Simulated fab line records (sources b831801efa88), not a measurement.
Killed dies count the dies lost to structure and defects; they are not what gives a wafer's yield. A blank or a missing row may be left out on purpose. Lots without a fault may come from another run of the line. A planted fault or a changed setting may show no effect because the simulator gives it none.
fab line records	flow sky130
[record] lots = 14	wafers = 42	lastDay = 50
route steps=708 shown VIA2@521 METAL3@532
lots with no fault: from the same line, run without faults
startH: the number of hours between the record's first day and the start of the first shown wafer of the lot	waitH: hours since the lot's step before	" unchanged from the row above	L1.1+2: a row that stands for several wafers	- no value, or no start given	* or withheld: withheld	< > ~ a bound
route shown NAME@n: names a module that has steps shown in the file, with the first one's number in the route	usual: mean and standard deviation over wafers with no fault	same: alike in all rows	chamber/n: place in a boat	sites: the reading at each site	_std_site: the values' standard deviation	_edge_site: mean of outer sites minus mean of inner sites	radiusMm: how far each site lies from the wafer's centre	mask NAME#n: copy n	behind: the tool/chamber that last shaped the wafer	hold: reason for holding the lot/hours on hold/outcome of the hold	device: the transistor (n, p or np) that didn't switch	end of line: the tests these same wafers got at the end of their route	for a step that has no rows: nothing shown but its recipe	killed: not the wafer's yield, but the dies lost to structure and defects at the first sort	map: shows each die of a wafer: x if killed, . if not, _ if none is there
set.NAME: the run value of the setting; set.NAME@STEP: its run value at that earlier step	model.NAME: the simulator's own value behind a step, which no gauge read
route steps across a sampled set of lots; one table per step, one row per wafer
services: when a tool's chamber went out of use (startH, in hours from the record's first day, below 0 if earlier), for how many hours, and the reason
[[steps]]
[step SKY_VIA2_ETCH_14]
[recipe] chemistry = N2/H2	target = BARC	ionEnergyEv = 200	sourceW = 500	biasW = 100	pressureMtorr = 30	n2FlowSccm = 100	h2FlowSccm = 200	stopOn = SiO2	timeS = 45.9	targetDepthA = 600
[usual] drypumpMotorCurrentA = 5.57/0.27	oesProductAu = 0.855/0.005	throttleValvePct = 13.226/0.0082
lot.wafer	tool	chamber	startH	waitH	drypumpMotorCurrentA	oesProductAu	rfHoursCounterH	throttleValvePct
L713.1	rieDiel-03	2	844.34	0.0	5.54	0.855	10	13.223
L713.4	"	0	"	"	5.77	0.855	13	13.225
L713.6	"	2	"	"	5.55	0.863	-	13.233
L715.1	rieDiel-01	2	864.71	0.0	5.67	0.845	5	13.221
L715.2	"	0	"	"	6.00	0.860	1	13.227
L715.5	"	0	"	"	6.01	0.850	-	13.224
L716.2	rieDiel-01	2	867.13	0.0	5.67	0.849	5	13.214
L716.3	"	0	"	"	5.98	0.858	1	13.227
L716.5	"	0	"	"	5.97	0.853	-	13.236
L717.1	rieDiel-03	2	886.11	0.0	5.54	0.853	12	13.217
L717.2	"	1	"	"	5.39	0.849	17	13.229
L717.5	"	2	"	"	5.52	0.855	-	13.229
L718.2	rieDiel-02	1	888.08	0.0	5.08	0.844	24	13.221
L718.3	"	2	"	"	6.02	0.859	10	13.224
L718.5	"	0	"	"	5.22	0.857	-	13.227
L720.2	rieDiel-02	2	900.18	0.0	6.04	0.856	10	13.219
L720.3	"	3	"	"	5.47	0.859	2	13.216
L720.4	"	0	"	"	5.25	0.846	6	13.223
L721.2	rieDiel-02	2	910.74	0.0	6.03	0.855	11	13.200
L721.3	"	3	"	"	5.49	0.858	3	13.227
L721.6	"	0	"	"	5.22	0.850	-	13.230
L722.2	rieDiel-02	1	919.48	0.0	5.07	0.821	25	13.224
L722.3	"	3	"	"	5.46	0.857	3	13.215
L722.6	"	2	"	"	6.03	0.849	-	13.224
L723.1	rieDiel-02	3	922.73	0.0	5.45	0.863	3	13.227
L723.2	"	0	"	"	5.23	0.859	7	13.222
L723.5	"	1	"	"	5.07	0.818	-	13.222
L724.1	rieDiel-01	1	932.99	0.0	5.76	0.857	1	13.221
L724.5	"	2	"	"	5.63	0.862	-	13.220
L724.6	"	3	"	"	5.50	0.853	-	13.224
L732.1	rieDiel-02	3	995.01	0.0	5.49	0.859	5	13.220
L732.5	"	2	"	"	6.05	0.857	-	13.240
L732.6	"	1	"	"	5.07	0.857	-	13.233
L733.1	rieDiel-03	0	998.14	0.0	5.75	0.856	18	13.222
L733.2	"	3	"	"	5.55	0.851	29	13.221
L733.5	"	3	"	"	5.54	0.848	-	13.235
L735.1	rieDiel-02	3	1006.53	0.0	5.48	0.856	5	13.231
L735.3	"	1	"	"	5.10	0.854	27	13.237
L735.4	"	0	"	"	5.24	0.854	10	13.223
L736.2	rieDiel-03	2	1011.18	0.0	5.54	0.863	16	13.230
L736.5	"	1	"	"	5.38	0.861	-	13.222
L736.6	"	2	"	"	5.51	0.860	-	13.227
[step SKY_VIA2_ETCH_15]
[recipe] target = SiO2	chemistry = C4F8/O2/Ar	targetDepthNm = 546	stopOn = TiN	maskMaterial = KrF-thick	sourceW = 1500	biasW = 1200	pressureMtorr = 40	c4f8FlowSccm = withheld	O2_flow_sccm = 6	Ar_flow_sccm = 300	timeS = 84
[usual] oesProductAu = 0.940/0.0048
lot.wafer	tool	chamber	startH	waitH	oesProductAu	rfHoursCounterH
L713.1	rieDiel-03	2	844.38	0.0	0.949	10
L713.4	"	0	"	"	0.925	13
L713.6	"	2	"	"	0.937	-
L715.1	rieDiel-01	2	864.76	0.0	0.939	5
L715.2	"	0	"	"	0.937	1
L715.5	"	0	"	"	0.945	-
L716.2	rieDiel-01	2	867.17	0.0	0.945	5
L716.3	"	0	"	"	0.938	1
L716.5	"	0	"	"	0.942	-
L717.1	rieDiel-03	2	886.15	0.0	0.944	12
L717.2	"	1	"	"	0.947	17
L717.5	"	2	"	"	0.944	-
L718.2	rieDiel-02	1	888.12	0.0	0.938	24
L718.3	"	2	"	"	0.931	10
L718.5	"	0	"	"	0.938	-
L720.2	rieDiel-02	2	900.22	0.0	0.942	10
L720.3	"	3	"	"	0.936	2
L720.4	"	0	"	"	0.941	6
L721.2	rieDiel-02	2	910.78	0.0	0.937	11
L721.3	"	3	"	"	0.940	3
L721.6	"	0	"	"	0.943	-
L722.2	rieDiel-02	1	919.52	0.0	0.376	25
L722.3	"	3	"	"	0.940	3
L722.6	"	2	"	"	0.937	-
L723.1	rieDiel-02	3	922.77	0.0	0.939	3
L723.2	"	0	"	"	0.941	7
L723.5	"	1	"	"	0.374	-
L724.1	rieDiel-01	1	933.03	0.0	0.936	1
L724.5	"	2	"	"	0.945	-
L724.6	"	3	"	"	0.940	-
L732.1	rieDiel-02	3	995.05	0.0	0.942	5
L732.5	"	2	"	"	0.931	-
L732.6	"	1	"	"	0.941	-
L733.1	rieDiel-03	0	998.18	0.0	0.936	18
L733.2	"	3	"	"	0.943	29
L733.5	"	3	"	"	0.944	-
L735.1	rieDiel-02	3	1006.57	0.0	0.944	5
L735.3	"	1	"	"	0.941	27
L735.4	"	0	"	"	0.929	10
L736.2	rieDiel-03	2	1011.22	0.0	0.942	16
L736.5	"	1	"	"	0.944	-
L736.6	"	2	"	"	0.935	-
[step SKY_VIA2_STRIP_16]
[recipe] chemistry = O2/N2	powerW = 1400	pressureMtorr = 1500	platenTempC = withheld	o2FlowSccm = 3000	n2FlowSccm = 300	overashFraction = 0.5
[usual] drypumpMotorCurrentA = 5.6/0.32	o2FlowSccm = 3000/8.7	oesProductAu = 0.398/0.0046	stripTimeToEndpointS = 4.044/0.021
lot.wafer	tool	chamber	startH	waitH	drypumpMotorCurrentA	o2FlowSccm	oesProductAu	rfHoursCounterH	stripTimeToEndpointS
L713.1	plasmaAsher-01	0	844.44	0.0	5.1	2996	0.400	104	4.028
L713.4	"	0	"	"	5.1	2999	0.400	-	4.055
L713.6	"	0	"	"	5.1	3004	0.399	-	4.021
L715.1	plasmaAsher-01	1	864.82	0.0	5.7	2999	0.400	106	4.008
L715.2	"	0	"	"	5.1	3011	0.397	106	4.028
L715.5	"	1	"	"	5.7	3008	0.390	-	3.998
L716.2	plasmaAsher-01	1	867.23	0.0	5.7	2981	0.407	106	4.047
L716.3	"	0	"	"	5.1	2995	0.399	-	4.010
L716.5	"	0	"	"	5.1	3008	0.391	-	4.023
L717.1	plasmaAsher-02	0	886.21	0.0	5.3	2990	0.396	47	4.027
L717.2	"	1	"	"	6.1	3019	0.397	47	4.056
L717.5	"	0	"	"	5.3	2990	0.394	-	4.051
L718.2	plasmaAsher-04	1	888.18	0.0	5.9	2990	0.400	73	4.041
L718.3	"	0	"	"	5.7	3000	0.394	-	4.025
L718.5	"	1	"	"	5.9	3011	0.398	-	4.011
L720.2	plasmaAsher-04	1	900.28	0.0	5.9	3014	0.401	74	4.040
L720.3	"	1	"	"	5.9	3013	0.399	-	4.059
L720.4	"	0	"	"	5.7	2999	0.406	-	4.033
L721.2	plasmaAsher-04	0	910.84	0.0	5.7	2991	0.401	75	4.030
L721.3	"	0	"	"	5.7	2996	0.399	-	4.040
L721.6	"	1	"	"	5.9	3015	0.393	-	4.058
L722.2	plasmaAsher-01	0	919.58	0.0	5.1	2998	0.402	112	4.188
L722.3	"	1	"	"	5.7	3000	0.397	-	4.033
L722.6	"	1	"	"	5.7	2991	0.402	-	4.066
L723.1	plasmaAsher-01	0	922.83	0.0	5.1	3002	0.403	112	4.058
L723.2	"	1	"	"	5.7	2992	0.395	112	4.022
L723.5	"	0	"	"	5.1	3002	0.408	-	4.167
L724.1	plasmaAsher-02	0	933.09	0.0	5.3	2993	0.392	51	4.036
L724.5	"	1	"	"	6.1	2998	0.400	-	4.035
L724.6	"	0	"	"	5.3	3009	0.399	-	4.060
L732.1	plasmaAsher-01	0	995.11	0.0	5.1	2992	0.396	120	4.057
L732.5	"	0	"	"	5.1	2995	0.402	-	4.058
L732.6	"	1	"	"	5.7	3008	0.400	-	4.046
L733.1	plasmaAsher-04	0	998.24	0.0	5.7	2997	0.393	84	4.069
L733.2	"	1	"	"	5.9	3004	0.397	84	4.072
L733.5	"	1	"	"	5.9	2994	0.406	-	4.073
L735.1	plasmaAsher-02	1	1006.64	0.0	6.1	3002	0.396	59	4.049
L735.3	"	0	"	"	5.3	3001	0.400	-	4.033
L735.4	"	1	"	"	6.1	2990	0.404	-	4.043
L736.2	plasmaAsher-04	1	1011.29	0.0	5.9	3013	0.395	86	4.050
L736.5	"	0	"	"	5.7	3004	0.398	-	4.062
L736.6	"	1	"	"	5.9	3008	0.397	-	4.035
[step SKY_METAL3_SPUTTER_00]
[recipe] material = Ti	targetThkNm = 15	powerW = 3000	timeS = 10	chamberPressurePa = 0.4
[usual] cathodeDcPowerW = 2999.9/0.47	throttleValvePct = 30.8/1.3
lot.wafer	tool	chamber	startH	waitH	cathodeDcPowerW	throttleValvePct
L713.1	pvdSputter-03	-	845.71	0.2	2999.4	29.8
L713.4	"	-	"	"	3000.6	32.5
L713.6	"	-	"	"	2999.7	30.7
L715.1	pvdSputter-03	-	866.08	0.1	2999.9	30.6
L715.2	"	-	"	"	2999.6	29.6
L715.5	"	-	"	"	3000.2	28.5
L716.2	pvdSputter-03	-	868.54	0.2	2999.5	28.3
L716.3	"	-	"	"	2999.6	29.7
L716.5	"	-	"	"	2999.0	30.8
L717.1	pvdSputter-03	-	887.51	0.1	2999.8	30.7
L717.2	"	-	"	"	3000.5	32.4
L717.5	"	-	"	"	2999.3	30.8
L718.2	pvdSputter-02	-	889.48	0.3	3000.0	30.0
L718.3	"	-	"	"	3000.3	30.4
L718.5	"	-	"	"	3000.4	29.3
L720.2	pvdSputter-04	-	901.55	0.1	2998.9	32.4
L720.3	"	-	"	"	3000.0	31.2
L720.4	"	-	"	"	2999.7	31.2
L721.2	pvdSputter-04	-	912.10	0.1	2999.7	31.1
L721.3	"	-	"	"	3000.2	32.6
L721.6	"	-	"	"	3000.1	32.2
L722.3	pvdSputter-04	-	920.85	0.2	2999.8	30.5
L722.6	"	-	"	"	3000.6	32.5
L723.1	pvdSputter-04	-	924.11	0.1	2999.5	30.7
L723.2	"	-	"	"	3000.2	32.6
L724.1	pvdSputter-02	-	934.35	0.2	3000.0	30.5
L724.5	"	-	"	"	3000.7	30.4
L724.6	"	-	"	"	2999.7	28.8
L732.1	pvdSputter-02	-	996.38	0.2	3000.2	32.5
L732.5	"	-	"	"	2999.7	29.4
L732.6	"	-	"	"	2999.3	30.1
L733.1	pvdSputter-02	-	999.51	0.1	2999.8	30.1
L733.2	"	-	"	"	2999.0	32.4
L733.5	"	-	"	"	3000.5	29.2
L735.1	pvdSputter-03	-	1007.93	0.1	2999.7	30.8
L735.3	"	-	"	"	2999.9	28.4
L735.4	"	-	"	"	3000.2	29.6
L736.2	pvdSputter-02	-	1012.55	0.1	2999.4	30.2
L736.5	"	-	"	"	3000.4	32.6
L736.6	"	-	"	"	2999.4	30.0
[[services]]
tool	chamber	startH	hours	kind
rieDiel-01	0	822.81	-	clean
rieDiel-01	0	822.81	13.9	scheduledDown
rieDiel-01	0	822.81	13.9	ventCycle
rieDiel-01	1	846.90	-	clean
rieDiel-01	1	846.90	34.6	scheduledDown
rieDiel-01	1	846.90	34.6	ventCycle
plasmaAsher-04	-	864.55	20.6	pm
pvdSputter-03	0	874.05	-	consumableReplace:kit
pvdSputter-03	0	874.05	18.0	scheduledDown
pvdSputter-03	0	874.05	18.0	ventCycle
pvdSputter-02	-	882.17	6.3	repair
pvdSputter-04	2	884.85	-	consumableReplace:kit
pvdSputter-04	2	884.85	18.0	scheduledDown
pvdSputter-04	2	884.85	18.0	ventCycle
pvdSputter-02	0	890.71	-	consumableReplace:kit
pvdSputter-02	0	890.71	18.0	scheduledDown
pvdSputter-02	0	890.71	18.0	ventCycle
rieDiel-01	0	899.64	4.7	repair
pvdSputter-03	-	901.97	4.1	repair
rieDiel-01	2	903.55	2.1	repair
rieDiel-01	-	911.74	14.6	pm
plasmaAsher-01	-	913.98	0.5	repair
rieDiel-03	2	982.33	4.8	repair
[[key]]
[firstSign] step = SKY_VIA2_ETCH_14	reading = oesProductAu	direction = down	sigmas = 7.1	usual = 0.855	struck = 0.819
[effect] step = SKY_VIA2_ETCH_15	reading = oesProductAu	direction = down	sigmas = 99+	usual = 0.940	struck = 0.375
[effect] step = SKY_VIA2_STRIP_16	reading = stripTimeToEndpointS	direction = up	sigmas = 6.3	usual = *	struck = *
[effect] step = SKY_METAL3_SPUTTER_00	reading = visit	direction = missing
metAt SKY_VIA2_ETCH_14
struckLots L722,L723
struckWafers L722.2,L723.5
laterRowsLeftOut L722.2,L723.5
sortLeftOut L722.2,L723.5
onsetBetween 888.08 919.48
[fault] kind = processParameterDrift	tool = rieDiel-02	chamber = 1	onsetH = 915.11	steps = SKY_VIA2_ETCH_14	channel = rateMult	offset = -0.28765	shape = step	endH = 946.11
// sortLeftOut: the simulated sort isn't trusted on such a fault, so these wafers' sort isn't shown, and their yield isn't known
// laterRowsLeftOut: the simulator's readings of these wafers behind a module that went badly wrong aren't trusted and aren't shown, but for the sort
